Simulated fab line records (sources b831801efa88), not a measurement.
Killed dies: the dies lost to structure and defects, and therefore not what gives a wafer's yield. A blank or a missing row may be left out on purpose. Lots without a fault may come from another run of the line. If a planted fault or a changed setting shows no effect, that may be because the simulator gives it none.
Which tool did it? || flow sky130 || 11 lots with 33 wafers sampled at 6 steps, on a route of 708 steps

## WHAT THE GAUGES SHOWED, per wafer
SKY_LDD_HVP_OVL_MEAS_07. Usual: LDD_HVP_OVL -0.5 nm, standard deviation 1.2.
{"lot": "L168", "measured": "day 21 20:35", "on": "overlay-02", "LDD_HVP_OVL (nm)": "0.8 -3.3 -1.1", "flag": ""}
{"lot": "L171", "measured": "day 23 08:30", "on": "overlay-01", "LDD_HVP_OVL (nm)": "0.4 -2.9 -0.9", "flag": ""}
{"lot": "L172", "measured": "day 23 22:20", "on": "overlay-01", "LDD_HVP_OVL (nm)": "-0.6 -0.9 0.5", "flag": ""}
{"lot": "L173", "measured": "day 23 23:59", "on": "overlay-02", "LDD_HVP_OVL (nm)": "-2.2 -0.5 -0.7", "flag": ""}
{"lot": "L174", "measured": "day 24 07:44", "on": "overlay-02", "LDD_HVP_OVL (nm)": "-1.4 -1.4 -0.1", "flag": ""}
{"lot": "L175", "measured": "day 24 22:24", "on": "overlay-01", "LDD_HVP_OVL (nm)": "-1.4 0.9 0.9", "flag": ""}
{"lot": "L176", "measured": "day 25 10:38", "on": "overlay-01", "LDD_HVP_OVL (nm)": "-2.9 -1.7 -1.7", "flag": ""}
{"lot": "L177", "measured": "day 25 15:22", "on": "overlay-02", "LDD_HVP_OVL (nm)": "-0.3 -0.7 1.4", "flag": ""}
{"lot": "L179", "measured": "day 26 17:18", "on": "overlay-02", "LDD_HVP_OVL (nm)": "0.6 0.2 -0.7", "flag": ""}
{"lot": "L184", "measured": "day 28 06:00", "on": "overlay-01", "LDD_HVP_OVL (nm)": "- - -", "flag": "OFF"}
{"lot": "L191", "measured": "day 30 14:06", "on": "overlay-02", "LDD_HVP_OVL (nm)": "1.1 -2.2 -1.5", "flag": ""}

SKY_LDD_HVP_TW_MEAS_10. Usual: LDD_HVP_TW 452, standard deviation 4.3.
{"lot": "L168", "measured": "day 21 20:53", "on": "film-metro-04", "LDD_HVP_TW": "458 457 456", "flag": ""}
{"lot": "L171", "measured": "day 23 08:47", "on": "film-metro-04", "LDD_HVP_TW": "457 461 459", "flag": ""}
{"lot": "L172", "measured": "day 23 22:38", "on": "film-metro-03", "LDD_HVP_TW": "448 448 451", "flag": ""}
{"lot": "L173", "measured": "day 24 00:16", "on": "film-metro-04", "LDD_HVP_TW": "458 454 455", "flag": ""}
{"lot": "L174", "measured": "day 24 08:02", "on": "film-metro-02", "LDD_HVP_TW": "451 451 451", "flag": ""}
{"lot": "L175", "measured": "day 24 22:41", "on": "film-metro-04", "LDD_HVP_TW": "456 456 457", "flag": ""}
{"lot": "L176", "measured": "day 25 10:55", "on": "film-metro-03", "LDD_HVP_TW": "448 444 449", "flag": ""}
{"lot": "L177", "measured": "day 25 15:39", "on": "film-metro-03", "LDD_HVP_TW": "450 446 450", "flag": ""}
{"lot": "L179", "measured": "day 26 17:35", "on": "film-metro-02", "LDD_HVP_TW": "447 447 448", "flag": ""}
{"lot": "L184", "measured": "day 28 06:17", "on": "film-metro-02", "LDD_HVP_TW": "30 30 30 30 30 30", "flag": "OFF"}
{"lot": "L191", "measured": "day 30 14:24", "on": "film-metro-03", "LDD_HVP_TW": "448 447 449", "flag": ""}

SKY_LOCAL_INTERCONNECT_RS_MEAS_01: measurement is done with a four-point probe. Usual: LOCAL_INTERCONNECT_TIN_RS 14.18 ohm/sq, standard deviation 0.2.
{"lot": "L168", "measured": "day 29 11:13", "on": "film-metro-02", "LOCAL_INTERCONNECT_TIN_RS (ohm/sq)": "14.03 14.06 13.78", "flag": ""}
{"lot": "L171", "measured": "day 30 18:52", "on": "film-metro-02", "LOCAL_INTERCONNECT_TIN_RS (ohm/sq)": "14.12 13.95 14.07", "flag": ""}
{"lot": "L172", "measured": "day 31 08:36", "on": "film-metro-04", "LOCAL_INTERCONNECT_TIN_RS (ohm/sq)": "14.18 14.17 14.01", "flag": ""}
{"lot": "L173", "measured": "day 31 09:43", "on": "film-metro-03", "LOCAL_INTERCONNECT_TIN_RS (ohm/sq)": "14.32 14.51 14.31", "flag": ""}
{"lot": "L174", "measured": "day 31 19:37", "on": "film-metro-04", "LOCAL_INTERCONNECT_TIN_RS (ohm/sq)": "14.17 14.16 14.28", "flag": ""}
{"lot": "L175", "measured": "day 32 05:53", "on": "film-metro-04", "LOCAL_INTERCONNECT_TIN_RS (ohm/sq)": "14.01 14.00 13.90", "flag": ""}
{"lot": "L176", "measured": "day 32 18:17", "on": "film-metro-04", "LOCAL_INTERCONNECT_TIN_RS (ohm/sq)": "14.16 14.09 14.17", "flag": ""}
{"lot": "L177", "measured": "day 33 00:28", "on": "film-metro-02", "LOCAL_INTERCONNECT_TIN_RS (ohm/sq)": "14.43 14.37 14.30", "flag": ""}
{"lot": "L179", "measured": "day 33 19:50", "on": "film-metro-04", "LOCAL_INTERCONNECT_TIN_RS (ohm/sq)": "14.23 14.22 14.16", "flag": ""}
{"lot": "L191", "measured": "day 37 05:40", "on": "film-metro-03", "LOCAL_INTERCONNECT_TIN_RS (ohm/sq)": "14.27 14.37 14.28", "flag": ""}

SKY_CONTACT_CD_MEAS_14: the cd target is 170 nm. Usual: cd-nm at 169.8 nm, with a standard deviation of 1.5.
{"lot": "L168", "measured": "day 31 20:05", "on": "cd-sem-02", "cd-nm (nm)": "168.5 168.4 169.1", "flag": ""}
{"lot": "L171", "measured": "day 33 01:53", "on": "cd-sem-02", "cd-nm (nm)": "168.8 168.1 166.7", "flag": ""}
{"lot": "L172", "measured": "day 33 14:48", "on": "cd-sem-02", "cd-nm (nm)": "169.8 169.9 169.9", "flag": ""}
{"lot": "L173", "measured": "day 33 15:41", "on": "cd-sem-01", "cd-nm (nm)": "173.1 171.4 171.9", "flag": ""}
{"lot": "L174", "measured": "day 33 23:59", "on": "cd-sem-01", "cd-nm (nm)": "167.3 166.2 166.8", "flag": ""}
{"lot": "L175", "measured": "day 34 10:15", "on": "cd-sem-01", "cd-nm (nm)": "170.4 168.3 168.5", "flag": ""}
{"lot": "L176", "measured": "day 34 20:38", "on": "cd-sem-02", "cd-nm (nm)": "171.7 171.6 171.3", "flag": ""}
{"lot": "L177", "measured": "day 35 02:41", "on": "cd-sem-01", "cd-nm (nm)": "167.8 169.1 168.5", "flag": ""}
{"lot": "L179", "measured": "day 35 21:34", "on": "cd-sem-01", "cd-nm (nm)": "171.0 170.8 170.1", "flag": ""}
{"lot": "L191", "measured": "day 39 08:26", "on": "cd-sem-02", "cd-nm (nm)": "167.8 166.9 167.1", "flag": ""}

## WHICH TOOL RAN EACH LOT (tool, then ch and the chambers of the sampled wafers, then the start)
{"lot": "L168", "SKY_LDD_HVP_EXPOSE_04": "iline-stepper-02 ch 0, day 21 05:17", "SKY_LI_CONTACT_STRIP_16": "plasma-asher-04 ch 0,1, day 29 10:07"}
{"lot": "L171", "SKY_LDD_HVP_EXPOSE_04": "iline-stepper-01 ch 0, day 22 17:53", "SKY_LI_CONTACT_STRIP_16": "plasma-asher-01 ch 0,1, day 30 17:46"}
{"lot": "L172", "SKY_LDD_HVP_EXPOSE_04": "iline-stepper-02 ch 0, day 23 07:37", "SKY_LI_CONTACT_STRIP_16": "plasma-asher-01 ch 0,1, day 31 07:29"}
{"lot": "L173", "SKY_LDD_HVP_EXPOSE_04": "iline-stepper-02 ch 0, day 23 09:23", "SKY_LI_CONTACT_STRIP_16": "plasma-asher-01 ch 0,1, day 31 08:37"}
{"lot": "L174", "SKY_LDD_HVP_EXPOSE_04": "iline-stepper-01 ch 0, day 23 17:46", "SKY_LI_CONTACT_STRIP_16": "plasma-asher-04 ch 0,1, day 31 18:31"}
{"lot": "L175", "SKY_LDD_HVP_EXPOSE_04": "iline-stepper-02 ch 0, day 24 07:23", "SKY_LI_CONTACT_STRIP_16": "plasma-asher-01 ch 0,1, day 32 04:46"}
{"lot": "L176", "SKY_LDD_HVP_EXPOSE_04": "iline-stepper-02 ch 0, day 24 20:26", "SKY_LI_CONTACT_STRIP_16": "plasma-asher-02 ch 0,1, day 32 17:11"}
{"lot": "L177", "SKY_LDD_HVP_EXPOSE_04": "iline-stepper-01 ch 0, day 25 01:12", "SKY_LI_CONTACT_STRIP_16": "plasma-asher-01 ch 0,1, day 32 23:21"}
{"lot": "L179", "SKY_LDD_HVP_EXPOSE_04": "iline-stepper-02 ch 0, day 26 03:11", "SKY_LI_CONTACT_STRIP_16": "plasma-asher-04 ch 0,1, day 33 18:34"}
{"lot": "L184", "SKY_LDD_HVP_EXPOSE_04": "iline-stepper-02 ch 0, day 27 16:36", "SKY_LI_CONTACT_STRIP_16": "-"}
{"lot": "L191", "SKY_LDD_HVP_EXPOSE_04": "iline-stepper-02 ch 0, day 30 00:56", "SKY_LI_CONTACT_STRIP_16": "plasma-asher-02 ch 0,1, day 37 04:34"}
- SKY_LDD_HVP_EXPOSE_04: exposes mask HVPTM, target cd 700 nm.
- SKY_LI_CONTACT_STRIP_16: strips in O2/N2.

## AS READ BY THE TOOLS THEMSELVES (means over the sampled wafers that have a number; for cases with no such wafer, the mark the record gives instead)
SKY_LDD_HVP_EXPOSE_04. Usual: exposure-dose-mJ-cm2 at 85.99, with a standard deviation of 0.089.
{"lot": "L168", "tool": "iline-stepper-02", "exposure-dose-mJ-cm2": 85.98, "flag": ""}
{"lot": "L171", "tool": "iline-stepper-01", "exposure-dose-mJ-cm2": 85.99, "flag": ""}
{"lot": "L172", "tool": "iline-stepper-02", "exposure-dose-mJ-cm2": 85.81, "flag": ""}
{"lot": "L173", "tool": "iline-stepper-02", "exposure-dose-mJ-cm2": 86.10, "flag": ""}
{"lot": "L174", "tool": "iline-stepper-01", "exposure-dose-mJ-cm2": 86.06, "flag": ""}
{"lot": "L175", "tool": "iline-stepper-02", "exposure-dose-mJ-cm2": 86.00, "flag": ""}
{"lot": "L176", "tool": "iline-stepper-02", "exposure-dose-mJ-cm2": 85.91, "flag": ""}
{"lot": "L177", "tool": "iline-stepper-01", "exposure-dose-mJ-cm2": 86.02, "flag": ""}
{"lot": "L179", "tool": "iline-stepper-02", "exposure-dose-mJ-cm2": 86.00, "flag": ""}
{"lot": "L184", "tool": "iline-stepper-02", "exposure-dose-mJ-cm2": 85.99, "flag": ""}
{"lot": "L191", "tool": "iline-stepper-02", "exposure-dose-mJ-cm2": 86.04, "flag": ""}

SKY_LI_CONTACT_STRIP_16. Usual: drypump-motor-current-A 5.6 A, standard deviation 0.34; oes-product-au 0.376 a.u., standard deviation 0.0052; strip-time-to-endpoint-s 3.49 s, standard deviation 0.051.
{"lot": "L168", "tool": "plasma-asher-04", "drypump-motor-current-A (A)": 5.4, "oes-product-au (a.u.)": 0.375, "strip-time-to-endpoint-s (s)": 3.51, "flag": ""}
{"lot": "L171", "tool": "plasma-asher-01", "drypump-motor-current-A (A)": 5.6, "oes-product-au (a.u.)": 0.378, "strip-time-to-endpoint-s (s)": 3.48, "flag": ""}
{"lot": "L172", "tool": "plasma-asher-01", "drypump-motor-current-A (A)": 5.4, "oes-product-au (a.u.)": 0.373, "strip-time-to-endpoint-s (s)": 3.48, "flag": ""}
{"lot": "L173", "tool": "plasma-asher-01", "drypump-motor-current-A (A)": 5.6, "oes-product-au (a.u.)": 0.371, "strip-time-to-endpoint-s (s)": 3.49, "flag": ""}
{"lot": "L174", "tool": "plasma-asher-04", "drypump-motor-current-A (A)": 5.1, "oes-product-au (a.u.)": 0.375, "strip-time-to-endpoint-s (s)": 3.48, "flag": ""}
{"lot": "L175", "tool": "plasma-asher-01", "drypump-motor-current-A (A)": 5.6, "oes-product-au (a.u.)": 0.381, "strip-time-to-endpoint-s (s)": 3.52, "flag": ""}
{"lot": "L176", "tool": "plasma-asher-02", "drypump-motor-current-A (A)": 5.9, "oes-product-au (a.u.)": 0.376, "strip-time-to-endpoint-s (s)": 3.49, "flag": ""}
{"lot": "L177", "tool": "plasma-asher-01", "drypump-motor-current-A (A)": 5.6, "oes-product-au (a.u.)": 0.374, "strip-time-to-endpoint-s (s)": 3.47, "flag": ""}
{"lot": "L179", "tool": "plasma-asher-04", "drypump-motor-current-A (A)": 5.4, "oes-product-au (a.u.)": 0.378, "strip-time-to-endpoint-s (s)": 3.51, "flag": ""}
{"lot": "L191", "tool": "plasma-asher-02", "drypump-motor-current-A (A)": 5.9, "oes-product-au (a.u.)": 0.378, "strip-time-to-endpoint-s (s)": 3.51, "flag": ""}

## THE ANSWER, worked out from the rows above alone
Rule: a lot is off if the mean of its wafers that have a number lies more than 3 standard deviations from the usual mean. A lot without any number at a reading at which 4 lots or more have one is off too. The other lots that the step has rows for count as sound. First the gauges in route order, then the tools' own readings, where a lot's mean is used as printed above. The first step at which some lot is off is used, and at that step the reading that is off furthest; a lot without a number counts as furthest.
Off: L184, at SKY_LDD_HVP_OVL_MEAS_07 (LDD_HVP_OVL). Without a number there: L184.
A tool fits if, at a process step before that reading, it ran every lot that is off, and no sound lot after the first of them. The gauges at SKY_LDD_HVP_OVL_MEAS_07 aren't tried: what is off there is off at SKY_LDD_HVP_TW_MEAS_10 too, on other tools, and a gauge's error can't cause that. No candidate that was tried fits.

## WHAT THE SIMULATOR HAD PUT IN
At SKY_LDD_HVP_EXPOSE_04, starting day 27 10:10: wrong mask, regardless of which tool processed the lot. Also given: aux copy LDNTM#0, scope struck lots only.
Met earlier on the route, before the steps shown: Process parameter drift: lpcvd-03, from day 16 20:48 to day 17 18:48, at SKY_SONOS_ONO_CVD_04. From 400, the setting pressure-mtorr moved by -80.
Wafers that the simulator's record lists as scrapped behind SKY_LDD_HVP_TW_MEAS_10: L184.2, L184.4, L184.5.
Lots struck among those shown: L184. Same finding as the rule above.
